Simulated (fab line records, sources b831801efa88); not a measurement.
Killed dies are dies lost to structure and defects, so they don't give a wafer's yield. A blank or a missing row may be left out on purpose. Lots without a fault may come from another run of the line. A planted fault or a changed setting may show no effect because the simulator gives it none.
A sampling plan put to the test | flow gf180mcu | one fab line, 17 faults that these records tell of, each judged on the records of the lots that it struck
The plan is the line's own looks: the steps of the route at which a gauge or an inspection reads the wafer and doesn't change it. A look can be judged if struck wafers have a number there and the file gives its usual mean and standard deviation on fault-free wafers. Caught: at a look after the fault's first step, the mean of the struck wafers lies 4 or more of those standard deviations (sigma) from the usual mean. On the tool: the same test on the tool's own readings at the fault's steps. Another recipe on the struck wafers, or a record that is blank for them alone, also counts as caught.

THE FAULTS, as the simulator had put them in
1. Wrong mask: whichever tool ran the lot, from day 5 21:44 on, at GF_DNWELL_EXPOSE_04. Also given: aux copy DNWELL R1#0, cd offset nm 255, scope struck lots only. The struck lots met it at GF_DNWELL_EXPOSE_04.
2. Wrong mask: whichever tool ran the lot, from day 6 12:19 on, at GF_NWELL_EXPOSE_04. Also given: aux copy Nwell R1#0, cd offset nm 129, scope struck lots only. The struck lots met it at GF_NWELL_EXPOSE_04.
3. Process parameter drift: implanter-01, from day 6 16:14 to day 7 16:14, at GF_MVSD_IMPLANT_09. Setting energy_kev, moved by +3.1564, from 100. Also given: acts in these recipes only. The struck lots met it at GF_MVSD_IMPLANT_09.
4. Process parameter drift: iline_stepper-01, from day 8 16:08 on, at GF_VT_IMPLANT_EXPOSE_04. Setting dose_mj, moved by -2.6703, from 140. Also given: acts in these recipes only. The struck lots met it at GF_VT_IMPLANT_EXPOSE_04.
5. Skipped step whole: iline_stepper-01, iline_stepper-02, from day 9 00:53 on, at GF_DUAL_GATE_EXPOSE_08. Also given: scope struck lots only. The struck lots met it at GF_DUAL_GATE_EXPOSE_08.
6. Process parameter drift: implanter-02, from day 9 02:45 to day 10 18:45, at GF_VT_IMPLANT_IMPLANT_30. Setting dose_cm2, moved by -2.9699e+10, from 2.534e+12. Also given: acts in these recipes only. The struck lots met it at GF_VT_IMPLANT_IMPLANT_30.
7. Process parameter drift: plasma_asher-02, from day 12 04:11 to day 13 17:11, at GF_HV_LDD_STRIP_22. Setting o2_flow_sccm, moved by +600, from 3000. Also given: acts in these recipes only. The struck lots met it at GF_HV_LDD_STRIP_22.
8. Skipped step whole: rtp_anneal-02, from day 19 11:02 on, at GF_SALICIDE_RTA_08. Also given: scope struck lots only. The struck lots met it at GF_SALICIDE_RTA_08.
9. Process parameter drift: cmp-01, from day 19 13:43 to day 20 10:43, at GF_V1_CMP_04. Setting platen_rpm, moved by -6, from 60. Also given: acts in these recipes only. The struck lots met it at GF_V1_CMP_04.
10. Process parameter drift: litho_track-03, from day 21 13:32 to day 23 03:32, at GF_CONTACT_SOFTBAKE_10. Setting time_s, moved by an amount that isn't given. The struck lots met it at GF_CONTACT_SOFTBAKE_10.
11. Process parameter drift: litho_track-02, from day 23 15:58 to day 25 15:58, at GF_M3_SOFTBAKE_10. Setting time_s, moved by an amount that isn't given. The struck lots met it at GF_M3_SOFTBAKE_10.
12. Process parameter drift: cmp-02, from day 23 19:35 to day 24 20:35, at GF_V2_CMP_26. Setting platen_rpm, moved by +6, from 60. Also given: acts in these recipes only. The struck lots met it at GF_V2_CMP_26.
13. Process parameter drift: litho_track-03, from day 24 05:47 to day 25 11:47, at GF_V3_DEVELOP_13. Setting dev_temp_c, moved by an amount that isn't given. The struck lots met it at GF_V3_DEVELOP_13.
14. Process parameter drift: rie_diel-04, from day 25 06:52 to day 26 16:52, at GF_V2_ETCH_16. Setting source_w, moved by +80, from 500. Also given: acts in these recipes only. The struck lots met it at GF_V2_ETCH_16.
15. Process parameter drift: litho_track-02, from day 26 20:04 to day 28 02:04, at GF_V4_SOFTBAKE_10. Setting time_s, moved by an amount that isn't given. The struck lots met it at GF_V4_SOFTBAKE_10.
16. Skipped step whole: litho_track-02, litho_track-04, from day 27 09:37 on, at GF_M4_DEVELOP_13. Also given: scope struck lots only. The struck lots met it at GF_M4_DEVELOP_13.
17. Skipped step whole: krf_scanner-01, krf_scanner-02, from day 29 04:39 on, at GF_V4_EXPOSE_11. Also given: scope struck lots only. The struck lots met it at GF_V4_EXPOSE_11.

WHAT THE PLAN SAW
fault | on the tool itself                               | first look that catches it                      | reading, sigma | median hours from its first step to that look | hours from the fault's start to the first struck lot there | judged looks passed uncaught
1     | no reading that can be judged                    | none of the 2 looks that can be judged after it | -              | -                                             | -                                                          | 2
2     | under 2 sigma                                    | not the one look that can be judged after it    | -              | -                                             | -                                                          | 1
3     | beam_energy_keV +98 sigma                        | no look after it can be judged                  | -              | -                                             | -                                                          | 0
4     | exposure_dose_mJ_cm2 -18 sigma                   | not the one look that can be judged after it    | -              | -                                             | -                                                          | 1
5     | no reading that can be judged                    | no look after it can be judged                  | -              | -                                             | -                                                          | 0
6     | dose_ions_cm2 -10 sigma                          | none of the 2 looks that can be judged after it | -              | -                                             | -                                                          | 2
7     | o2_flow_sccm +61 sigma                           | no look after it can be judged                  | -              | -                                             | -                                                          | 0
8     | the tool's record is blank for the struck wafers | no look after it can be judged                  | -              | -                                             | -                                                          | 0
9     | platen_rpm -99 or beyond sigma                   | no look after it can be judged                  | -              | -                                             | -                                                          | 0
10    | run_length_s +31 sigma                           | no look after it can be judged                  | -              | -                                             | -                                                          | 0
11    | heater_power_total_W +13 sigma                   | not the one look that can be judged after it    | -              | -                                             | -                                                          | 1
12    | platen_rpm +99 or beyond sigma                   | not the one look that can be judged after it    | -              | -                                             | -                                                          | 1
13    | developer_temp_C -20 sigma                       | no look after it can be judged                  | -              | -                                             | -                                                          | 0
14    | rf_fwd_power_W +40 sigma                         | no look after it can be judged                  | -              | -                                             | -                                                          | 0
15    | run_length_s +16 sigma                           | no look after it can be judged                  | -              | -                                             | -                                                          | 0
16    | the tool's record is blank for the struck wafers | no look after it can be judged                  | -              | -                                             | -                                                          | 0
17    | no reading that can be judged                    | no look after it can be judged                  | -              | -                                             | -                                                          | 0
A dash: the fault isn't caught, or these records don't give the number.

Caught at a look: 0 of 17. Caught on the tool: 13 of 17. By one or the other: 13 of 17.
Caught on the tool alone: faults 3, 4, 6, 7, 8, 9, 10, 11, 12, 13, 14, 15, 16.
Caught by neither: faults 1, 2, 5, 17.
